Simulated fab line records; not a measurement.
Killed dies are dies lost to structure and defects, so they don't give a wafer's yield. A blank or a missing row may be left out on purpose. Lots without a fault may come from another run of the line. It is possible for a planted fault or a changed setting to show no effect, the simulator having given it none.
What tool caused it? :: flow gf180mcu :: Sampling: 6 lots, 18 wafers, 2 of 602 route steps

## WHAT THE GAUGES SHOWED, per wafer
GF_POLY_GATE_CD_MEAS_10 targets a cd of 280 nm.
lot: L772
measured: day 9 15:01
on: cdSem-02
cdNm (nm): 282.0 280.5 282.2

lot: L780
measured: day 11 19:03
on: cdSem-02
cdNm (nm): 266.8 266.1 267.1

lot: L786
measured: day 13 17:12
on: cdSem-02
cdNm (nm): 281.2 279.8 280.1

lot: L788
measured: day 14 05:35
on: cdSem-01
cdNm (nm): 279.8 280.3 280.5

lot: L791
measured: day 15 08:22
on: cdSem-01
cdNm (nm): 278.8 280.2 278.7

lot: L793
measured: day 15 16:33
on: cdSem-02
cdNm (nm): 283.8 283.3 282.8

## WHICH TOOL RAN EACH LOT (tool, then ch and the chambers of the sampled wafers, then the start)
lot: L772
GF_POLY_GATE_EXPOSE_07: krfScanner-01 ch 0, day 9 06:38

lot: L780
GF_POLY_GATE_EXPOSE_07: krfScanner-02 ch 0, day 11 09:50

lot: L786
GF_POLY_GATE_EXPOSE_07: krfScanner-02 ch 0, day 13 07:02

lot: L788
GF_POLY_GATE_EXPOSE_07: krfScanner-02 ch 0, day 13 19:10

lot: L791
GF_POLY_GATE_EXPOSE_07: krfScanner-02 ch 0, day 14 22:02

lot: L793
GF_POLY_GATE_EXPOSE_07: krfScanner-02 ch 0, day 15 05:24
- GF_POLY_GATE_EXPOSE_07: exposes mask Poly2, target cd 280 nm.

## THE ANSWER, worked out from the rows above alone
Rule: the lots themselves supply what counts as usual. Put in order of their means at a reading, lots are off if they are a third of the lots or fewer, leave a main group of 4 or more, and stand apart from it by a gap of 3 or more times the standard deviation of the main group's means; of several such gaps the widest counts. A main group whose means are all the same, to the digits that the tables above print for the reading, isn't used. A lot without any number at a reading at which 4 lots or more have one is off too. Where the step has rows for the other lots, those lots are counted as sound.
Off, at GF_POLY_GATE_CD_MEAS_10 on cdNm: L780. Mean 280.9 nm and standard deviation 1.4 in the main group.
If a tool, at a process step before that reading, ran all the lots that are off and no sound lot after the first of them, it fits. Those tools and the gauges at GF_POLY_GATE_CD_MEAS_10 are tried in the same way. No candidate that was tried fits.

## WHAT THE SIMULATOR PUT IN
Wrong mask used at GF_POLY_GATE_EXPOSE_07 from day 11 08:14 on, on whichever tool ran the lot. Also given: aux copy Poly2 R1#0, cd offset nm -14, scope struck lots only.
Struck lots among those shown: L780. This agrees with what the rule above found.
